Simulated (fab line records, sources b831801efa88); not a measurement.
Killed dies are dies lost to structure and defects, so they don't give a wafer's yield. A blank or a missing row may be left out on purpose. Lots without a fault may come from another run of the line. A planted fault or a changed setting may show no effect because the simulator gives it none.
fab line records | flow gf180mcu
record lots=13 wafers=37 last_day=34
route steps=602 shown PSD@261 NSD@262 M3@415 M4@473 V4@499
lots that met no fault: from a run of the same line without faults
start_h: hours from the record's first day to the start of the lot's first wafer shown | wait_h: hours since the lot's step before | " the same as in the row above | L1.1+2: a row that stands for several wafers | - no value, or no start given | * or withheld: withheld | < > ~ a bound
route shown NAME@n: a module of which the file shows steps, and the number in the route of the first | usual: mean/standard deviation of fault-free wafers | same: alike in all rows | chamber/n: place in a boat | sites: the reading at each site | _std_site: their standard deviation | _edge_site: outer sites' mean less inner sites' | radius_mm: how far each site lies from the wafer's centre | mask NAME#n: copy n | behind: the tool/chamber that last shaped the wafer | hold: why the lot was held/for how many hours/how that ended | device: the transistor (n, p or np) that didn't switch | end of line: the same wafers' tests at the end of the route | a step without rows: its recipe alone | killed: dies lost to structure and defects at the first sort, not the wafer's yield | map: a wafer's dies, x killed, . not, _ none there
set.NAME: the setting as run; set.NAME@STEP: as run at that earlier step | model.NAME: the simulator's own value behind a step, which no gauge read
steps of the route over a sample of lots; a table a step, a row a wafer
services: from which hour (start_h, from the record's first day; less than 0 if before it) a tool's chamber was out of use, for how many hours, and why
## steps
# step GF_PSD_RTA_13
# recipe temp_c=1025 time_s=20 ambient=N2
# usual lamp_power_pct=32.2/1.5 wafer_temp_C_max=1029.0/1.1
# columns lot.wafer tool chamber start_h wait_h lamp_power_pct wafer_temp_C_max
L564.2 rtp_anneal-02 0 327.46 0.0 31.0 1030.4
L564.3 " 0 " " 31.0 1029.5
L564.4 " 0 " " 31.1 1030.0
L565.3 rtp_anneal-02 0 337.97 0.0 30.9 1029.6
L565.4 " 0 " " 31.0 1030.1
L565.5 " 0 " " 31.0 1030.6
L567.1 rtp_anneal-01 0 350.99 0.0 34.2 1027.3
L567.2 " 0 " " 34.2 1027.3
L567.4 " 0 " " 34.1 1028.7
L568.1 rtp_anneal-02 0 359.83 0.0 31.0 1029.8
L568.4 " 0 " " 31.0 1030.8
L568.5 " 0 " " 31.0 1028.8
L569.1 rtp_anneal-02 0 369.08 0.0 31.0 1030.2
L569.5 " 0 " " 31.0 1030.5
L569.6 " 0 " " 31.0 1029.3
L570.1 rtp_anneal-02 0 385.24 0.0 31.0 1029.1
L570.5 " 0 " " 31.0 1029.9
L570.6 " 0 " " 31.0 1028.4
L578.1 rtp_anneal-02 0 441.38 0.0 31.1 1029.2
L578.2 " 0 " " 31.0 1028.2
L578.6 " 0 " " 30.9 1028.1
L581.2 rtp_anneal-02 0 469.48 0.0 31.0 1029.1
L581.5 " 0 " " 31.0 1029.9
L581.6 " 0 " " 31.0 1029.3
L582.1 rtp_anneal-01 0 477.00 0.0 34.2 1027.9
L582.3 " 0 " " 34.2 1026.7
L582.5 " 0 " " 34.2 1027.1
L583.1 rtp_anneal-02 0 486.27 0.0 31.1 1028.9
L583.4 " 0 " " 31.0 1031.0
L584.3 rtp_anneal-02 0 490.00 0.0 31.0 1030.2
L584.5 " 0 " " 31.0 1028.6
L584.6 " 0 " " 31.0 1029.8
L585.4 rtp_anneal-01 0 501.72 0.0 34.2 1027.9
L585.5 " 0 " " 34.2 1027.9
L586.3 rtp_anneal-01 0 508.30 0.0 34.2 1027.3
L586.5 " 0 " " 34.2 1027.8
L586.6 " 0 " " 34.2 1027.3
# step GF_PSD_RS_MEAS_14
# recipe thk_meas_gauge=four-point-probe
# usual NSD_RS=46.53/0.095
# columns lot.wafer tool chamber start_h wait_h NSD_RS[ohm/sq]
L564.2 film_metro-01 - 327.54 0.1 46.58
L564.3 " - " " 46.61
L564.4 " - " " 46.58
L565.3 film_metro-03 - 338.06 0.1 46.58
L565.4 " - " " 46.57
L565.5 " - " " 46.38
L567.1 film_metro-03 - 351.07 0.1 46.58
L567.2 " - " " 46.55
L567.4 " - " " 46.65
L568.1 film_metro-04 - 359.91 0.1 46.49
L568.4 " - " " 46.53
L568.5 " - " " 46.48
L569.1 film_metro-04 - 369.16 0.1 42.79
L569.5 " - " " 42.91
L569.6 " - " " 42.93
L570.1 film_metro-03 - 385.41 0.1 43.02
L570.5 " - " " 43.06
L570.6 " - " " 43.19
L578.1 film_metro-04 - 441.47 0.1 46.49
L578.2 " - " " 46.63
L578.6 " - " " 46.53
L581.2 film_metro-03 - 469.57 0.1 46.59
L581.5 " - " " 46.55
L581.6 " - " " 46.56
L582.1 film_metro-04 - 477.08 0.1 46.50
L582.3 " - " " 46.44
L582.5 " - " " 46.48
L583.1 film_metro-03 - 486.35 0.1 46.67
L583.4 " - " " 46.58
L584.3 film_metro-03 - 490.09 0.1 46.55
L584.5 " - " " 46.61
L584.6 " - " " 46.53
L585.4 film_metro-03 - 501.82 0.1 46.51
L585.5 " - " " 46.60
L586.3 film_metro-04 - 508.39 0.1 46.52
L586.5 " - " " 46.47
L586.6 " - " " 46.50
# step GF_PSD_RS_MEAS_15
# recipe thk_meas_gauge=four-point-probe
# usual PSD_RS=108.56/0.29
# columns lot.wafer tool chamber start_h wait_h PSD_RS[ohm/sq]
L564.2 film_metro-01 - 327.66 0.1 108.50
L564.3 " - " " 109.12
L564.4 " - " " 108.81
L565.3 film_metro-03 - 338.18 0.1 108.31
L565.4 " - " " 108.27
L565.5 " - " " 108.27
L567.1 film_metro-03 - 351.19 0.1 108.69
L567.2 " - " " 109.40
L567.4 " - " " 108.70
L568.1 film_metro-04 - 360.03 0.1 108.66
L568.4 " - " " 108.46
L568.5 " - " " 108.59
L569.1 film_metro-04 - 369.28 0.1 98.22
L569.5 " - " " 98.38
L569.6 " - " " 98.53
L570.1 film_metro-03 - 385.53 0.1 98.46
L570.5 " - " " 98.89
L570.6 " - " " 98.69
L578.1 film_metro-04 - 441.59 0.1 108.97
L578.2 " - " " 109.00
L578.6 " - " " 108.85
L581.2 film_metro-03 - 469.69 0.1 108.58
L581.5 " - " " 108.43
L581.6 " - " " 108.12
L582.1 film_metro-04 - 477.20 0.1 108.32
L582.3 " - " " 108.35
L582.5 " - " " 108.44
L583.1 film_metro-03 - 486.47 0.1 108.71
L583.4 " - " " 108.68
L584.3 film_metro-03 - 490.21 0.1 108.54
L584.5 " - " " 108.80
L584.6 " - " " 108.53
L585.4 film_metro-03 - 501.94 0.1 108.70
L585.5 " - " " 108.96
L586.3 film_metro-04 - 508.51 0.1 108.01
L586.5 " - " " 108.18
L586.6 " - " " 108.20
# step GF_M3_THK_MEAS_06
# recipe thk_meas_gauge=xrf reads=AlCu_of_M3_SPUTTER_02
# usual M3_ALCU_THK=443/5.7
# columns lot.wafer tool chamber start_h wait_h M3_ALCU_THK[nm]
L564.2 film_metro-03 - 473.53 0.1 441
L564.3 " - " " 438
L564.4 " - " " 440
L565.3 film_metro-04 - 485.59 0.1 453
L565.4 " - " " 446
L565.5 " - " " 450
L567.1 film_metro-03 - 500.11 0.1 441
L567.2 " - " " 444
L567.4 " - " " 439
L568.1 film_metro-03 - 508.71 0.1 435
L568.4 " - " " 439
L568.5 " - " " 437
L569.1 film_metro-01 - 521.06 0.1 446
L569.5 " - " " 447
L569.6 " - " " 447
L570.1 film_metro-04 - 537.40 0.1 448
L570.5 " - " " 446
L570.6 " - " " 453
L578.1 film_metro-04 - 590.80 0.1 448
L578.2 " - " " 444
L578.6 " - " " 443
L581.2 film_metro-01 - 614.33 0.1 446
L581.5 " - " " 442
L581.6 " - " " 447
L582.1 film_metro-03 - 621.47 0.1 434
L582.3 " - " " 431
L582.5 " - " " 433
L583.1 film_metro-04 - 628.76 0.1 454
L583.4 " - " " 448
L584.3 film_metro-04 - 632.64 0.1 441
L584.5 " - " " 437
L584.6 " - " " 444
L585.4 film_metro-04 - 642.05 0.1 442
L585.5 " - " " 448
L586.3 film_metro-01 - 648.36 0.1 434
L586.5 " - " " 438
L586.6 " - " " 440
# step GF_M4_STRIP_17
# recipe chemistry=O2/N2 power_w=1400 pressure_mtorr=1500 platen_temp_c=250 o2_flow_sccm=3000 n2_flow_sccm=300 overash_fraction=0.5
# usual drypump_motor_current_A=5.7/0.45 heater_power_w=312/46 oes_product_au=0.539/0.0053 strip_time_to_endpoint_s=7.42/0.059
# same overash_fraction=0.5
# columns lot.wafer tool chamber start_h wait_h drypump_motor_current_A heater_power_w oes_product_au rf_hours_counter_h strip_time_to_endpoint_s
L564.2 plasma_asher-01 0 547.79 0.1 5.8 310 0.533 46 7.37
L564.3 " 1 " " 6.5 312 0.541 - 7.48
L564.4 " 0 " " 5.8 313 0.534 - 7.42
L565.3 plasma_asher-04 0 557.92 0.1 5.5 327 0.537 - 7.48
L565.4 " 1 " " 5.3 275 0.538 - 7.43
L565.5 " 1 " " 5.3 276 0.539 - 7.48
L567.1 plasma_asher-01 0 572.11 0.1 5.8 298 0.542 49 7.46
L567.2 " 1 " " 6.5 309 0.541 49 7.39
L567.4 " 1 " " 6.6 312 0.535 - 7.49
L568.1 plasma_asher-04 0 581.14 0.1 5.5 328 0.536 15 7.38
L568.4 " 1 " " 5.3 278 0.543 - 7.49
L568.5 " 0 " " 5.5 326 0.540 - 7.46
L569.1 plasma_asher-03 0 592.47 0.2 6.0 430 0.533 97 7.41
L569.5 " 0 " " 6.0 431 0.533 - 7.37
L569.6 " 1 " " 5.4 258 0.540 - 7.36
L570.1 plasma_asher-03 0 605.97 0.2 6.0 430 0.537 99 7.41
L570.5 " 1 " " 5.4 251 0.548 - 7.40
L570.6 " 0 " " 6.0 432 0.540 - 7.43
L578.1 plasma_asher-04 1 655.77 0.2 5.3 270 0.534 21 7.42
L578.2 " 0 " " 5.5 328 0.543 21 7.43
L578.6 " 0 " " 5.5 326 0.539 - 7.45
L581.2 plasma_asher-01 1 676.29 0.1 6.6 313 0.539 60 7.42
L581.5 " 1 " " 6.6 313 0.533 - 7.38
L581.6 " 0 " " 5.8 302 0.532 - 7.40
L582.1 plasma_asher-03 0 684.14 0.1 6.0 432 0.540 108 7.53
L582.3 " 0 " " 6.0 429 0.543 - 7.44
L582.5 " 1 " " 5.4 261 0.535 - 7.51
L583.1 plasma_asher-04 0 691.82 0.2 5.5 314 0.543 25 7.40
L583.4 " 0 " " 5.5 321 0.535 - 7.40
L584.3 plasma_asher-03 0 693.42 0.1 6.0 428 0.542 - 7.45
L584.5 " 0 " " 6.0 430 0.536 - 7.39
L584.6 " 1 " " 5.4 262 0.540 - 7.45
L585.4 plasma_asher-04 0 702.47 0.1 5.5 323 0.544 - 7.45
L585.5 " 1 " " 5.2 269 0.541 - 7.51
L586.3 plasma_asher-04 1 708.52 0.1 5.3 279 0.538 - 7.43
L586.5 " 1 " " 5.3 271 0.539 - 7.56
L586.6 " 0 " " 5.5 324 0.545 - 7.48
# step GF_V4_CVD_23
# recipe material=W target_thk_nm=350 time_s=104.9 temp_c=400 pressure_torr=40
# usual heater_power_w=770/68
# columns lot.wafer tool chamber start_h wait_h heater_power_w
L564.2 cvd_w-02 0 572.11 0.0 713
L564.3 " 1 " " 694
L564.4 " 0 " " 720
L565.3 cvd_w-02 1 582.43 0.1 694
L565.4 " 0 " " 729
L565.5 " 0 " " 709
L567.1 cvd_w-02 0 595.84 0.0 703
L567.2 " 1 " " 693
L567.4 " 1 " " 690
L568.1 cvd_w-01 1 603.89 0.0 856
L568.4 " 1 " " 856
L568.5 " 1 " " 860
L569.1 cvd_w-02 0 615.35 0.0 741
L569.5 " 0 " " 716
L569.6 " 1 " " 685
L570.1 cvd_w-02 1 629.00 0.0 715
L570.5 " 0 " " 719
L570.6 " 1 " " 705
L578.1 cvd_w-01 0 675.82 0.0 803
L578.2 " 1 " " 877
L578.6 " 1 " " 867
L581.2 cvd_w-01 1 697.62 0.0 864
L581.5 " 0 " " 828
L581.6 " 1 " " 873
L582.1 cvd_w-01 1 704.49 0.0 881
L582.3 " 1 " " 877
L582.5 " 1 " " 858
L583.1 cvd_w-01 1 712.45 0.0 871
L583.4 " 0 " " 826
L584.3 cvd_w-02 1 713.88 0.1 706
L584.5 " 0 " " 726
L584.6 " 1 " " 704
L585.4 cvd_w-01 0 723.36 0.1 800
L585.5 " 0 " " 801
L586.3 cvd_w-01 1 728.51 0.1 893
L586.5 " 0 " " 822
L586.6 " 1 " " 879
## services
# columns tool chamber start_h hours kind
cvd_w-02 - 328.02 0.7 repair
cvd_w-02 - 387.99 1.3 repair
cvd_w-02 - 390.00 14.0 pm
cvd_w-02 0 390.00 14.0 vent_cycle
cvd_w-02 1 390.00 14.0 vent_cycle
cvd_w-02 0 404.00 - clean
cvd_w-02 1 404.00 - clean
plasma_asher-04 - 421.25 9.0 pm
plasma_asher-04 0 421.25 9.0 vent_cycle
plasma_asher-04 1 421.25 9.0 vent_cycle
plasma_asher-03 - 427.32 3.6 repair
plasma_asher-04 0 430.25 - clean
plasma_asher-04 1 430.25 - clean
cvd_w-02 1 465.30 16.8 repair
plasma_asher-04 - 497.82 2.8 pm
plasma_asher-04 - 597.00 13.2 repair
rtp_anneal-02 - 614.43 6.7 repair
rtp_anneal-01 - 621.10 1.5 pm
cvd_w-02 1 641.63 - calibration
plasma_asher-01 - 671.85 1.4 repair
## key
first_sign step=GF_PSD_RS_MEAS_14 reading=NSD_RS direction=down sigmas=37 usual=46.53 struck=42.98
effect step=GF_PSD_RS_MEAS_15 reading=PSD_RS direction=down sigmas=35 usual=108.56 struck=98.53
met_at GF_PSD_RTA_13
struck_lots L569,L570
tester_left_out L569,L570
not_acting_at GF_M3_THK_MEAS_06,GF_M4_STRIP_17,GF_V4_CVD_23
onset_between 359.83 369.08
fault kind=process_parameter_drift tool=rtp_anneal-02 chamber=- onset_h=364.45 steps=GF_PSD_RTA_13 channel=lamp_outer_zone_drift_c offset=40 shape=step end_h=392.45
# tester_left_out: of these lots the tester's yield and bins aren't shown, on N5 and GAA mostly nor the transistor test; their killed dies are dies lost to structure and defects alone, not to doping, threshold or leakage, so they don't give the yield
